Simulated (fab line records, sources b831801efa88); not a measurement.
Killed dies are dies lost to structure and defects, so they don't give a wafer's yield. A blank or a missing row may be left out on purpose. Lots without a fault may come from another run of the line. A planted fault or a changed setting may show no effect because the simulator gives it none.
Which tool did it? | flow gf180mcu | 6 lots, 18 wafers sampled, at 2 steps of a route of 602

WHAT THE GAUGES READ, wafer by wafer
GF_V4_CD_MEAS_14: target cd 260 nm.
lot  | measured     | on        | cd_nm (nm)
L736 | day 26 03:37 | cd_sem-01 | 259.5 258.8 260.8
L739 | day 27 07:23 | cd_sem-02 | 260.4 260.1 260.4
L741 | day 27 19:31 | cd_sem-01 | 261.2 260.3 260.1
L749 | day 30 02:50 | cd_sem-02 | 258.6 257.0 257.2
L751 | day 30 16:17 | cd_sem-01 | 259.1 258.3 258.3
L754 | day 31 11:26 | cd_sem-02 | 261.9 261.4 261.9

WHICH TOOL RAN EACH LOT (tool, then ch and the chambers of the sampled wafers, then the start)
lot  | GF_V4_CMP_04
L736 | cmp-01 ch 2,3, day 25 04:56
L739 | cmp-01 ch 0,1,3, day 26 09:50
L741 | cmp-01 ch 1,2, day 26 23:12
L749 | cmp-01 ch 0,2,3, day 29 06:32
L751 | cmp-01 ch 0,1,3, day 29 20:49
L754 | cmp-02 ch 1,2, day 30 16:44
- GF_V4_CMP_04: polishes SiO2.

THE ANSWER, worked out from the rows above alone
Rule: what is usual is taken from the lots themselves. Put in order of their means at a reading, lots are off if they are a third of the lots or fewer, leave a main group of 4 or more, and stand apart from it by a gap of 3 or more times the standard deviation of the main group's means; of several such gaps the widest counts. A main group whose means are all the same, to the digits that the tables above print for the reading, isn't used. A lot without any number at a reading at which 4 lots or more have one is off too. The other lots that the step has rows for count as sound.
No lot is off at any reading shown: from this, nothing can be told.

WHAT THE SIMULATOR HAD PUT IN
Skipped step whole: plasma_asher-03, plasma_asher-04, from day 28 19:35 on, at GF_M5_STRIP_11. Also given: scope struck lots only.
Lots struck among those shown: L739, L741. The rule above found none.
